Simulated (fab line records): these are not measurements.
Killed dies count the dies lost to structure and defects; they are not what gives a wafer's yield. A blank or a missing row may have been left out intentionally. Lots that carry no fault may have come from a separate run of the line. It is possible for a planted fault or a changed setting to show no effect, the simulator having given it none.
Problem report, 8D (eight disciplines) form, completed by code :: flow sfq line :: the parts of the form that need people (team, actions taken, sign-off) are left out

== 1. WHAT IS WRONG ==
At SFQ_TRILAYER_I7_VIA_LITHO_PEB_190, heater power total W averages 81.41 W over 6 wafers from 2 lots, while fault-free wafers read 79.15 W, standard deviation 0.066. Relative to the usual mean, that is a shift of +34 standard deviations.
The step: peb time 60 s.
The first sign was on wafer L668.1 at day 71 08:22, on litho track-02. The record holds 18 wafers of 6 lots with a number at this step. Rule for "out" (also "out of limits"): further than 4 standard deviations from the usual mean. All remaining wafers that have a number are taken as sound.

== 2. WHAT THIS IS AND IS NOT ==
question: which readings at this step
is: heater power total W, plate temp C
is not: -

question: which lots
is: L668, L669
is not: L653, L659, L670, L673

question: which wafers of those lots
is: all that have a number
is not: -

question: read on which tools
is: litho track-02
is not: litho track-03, litho track-04

question: when
is: from day 71 08:22
is not: up to then (6 sound wafers); but 6 sound wafers of L670, L673 came after

== 3. WHAT RULES OUT EACH SUSPECT ==
Counting: any tool at a process step up to the reading is kept as a suspect provided that every lot that is out went through it and no sound lot did after the first of them.
- rie metal-01 at SFQ_TRILAYER_M7_BARC_OPEN_METAL_ETCH_229 (etches BARC in O2, target depth 125 nm, time 41.7 s): ruled out as a lasting fault. Following L668 (day 67 05:43), the first lot on it that is out, the sound lots L670 were run on it.
- rie metal-01 at SFQ_TRILAYER_M7_ETCH_METAL_ETCH_180 (etches Nb in Cl2/Ar, stops on SiO2, target depth 240 nm, time 120 s): ruled out as a lasting fault. Following L668 (day 67 05:46), the first lot on it that is out, the sound lots L670 were run on it.
- rie metal-01 at SFQ_TRILAYER_M7_STRIP_STRIP_181 (strips in O2): ruled out as a lasting fault. Following L668 (day 67 05:53), the first lot on it that is out, the sound lots L670 were run on it.
- litho track-02 at SFQ_TRILAYER_I7_VIA_LITHO_PEB_190 (peb time 60 s): kept. It processed each lot that is out, first L668 at day 71 08:22, and no sound lot thereafter; up to then, the last sound lot it processed was L659 at day 70 16:50. Out on those wafers are its own readings of heater power total W, plate temp C.
Left after counting: litho track-02 at SFQ_TRILAYER_I7_VIA_LITHO_PEB_190.

== 4. THE CAUSE (what the simulator had put in) ==
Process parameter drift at SFQ_TRILAYER_I7_VIA_LITHO_PEB_190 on litho track-02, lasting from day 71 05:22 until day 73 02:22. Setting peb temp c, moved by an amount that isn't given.
This tool alone remained once counting was done.

== 5. THE EFFECT CHAIN, in route order ==
Each row: a reading where the mean over the struck wafers with a number is more than 3 standard deviations away from the usual. Only readings whose record carries a usual standard deviation are examined. hours: median over the lots of the time between each lot's start at the first step of this table that gives one and its start at this step. sigmas: the change, counted in usual standard deviations.
hours: 0
step: SFQ_TRILAYER_I7_VIA_LITHO_PEB_190
reading: heater power total W
usual: 79.15 W
on struck wafers: 81.41
change: +2.26
sigmas: +34

hours: 0
step: SFQ_TRILAYER_I7_VIA_LITHO_PEB_190
reading: plate temp C
usual: 115.03 C
on struck wafers: 117.55
change: +2.52
sigmas: +19
Its process steps:
- SFQ_TRILAYER_I7_VIA_LITHO_PEB_190: peb time 60 s.
At these later measuring or inspecting steps, every struck wafer for which the step has a row has a number for every such reading, and none has moved that far: SFQ_I7_OVL_MEAS_947.

== 6. HOW IT WOULD HAVE BEEN CAUGHT EARLIER ==
In this record the first reading out of limits was taken at day 71 08:22, 3 hours after the fault began at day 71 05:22.
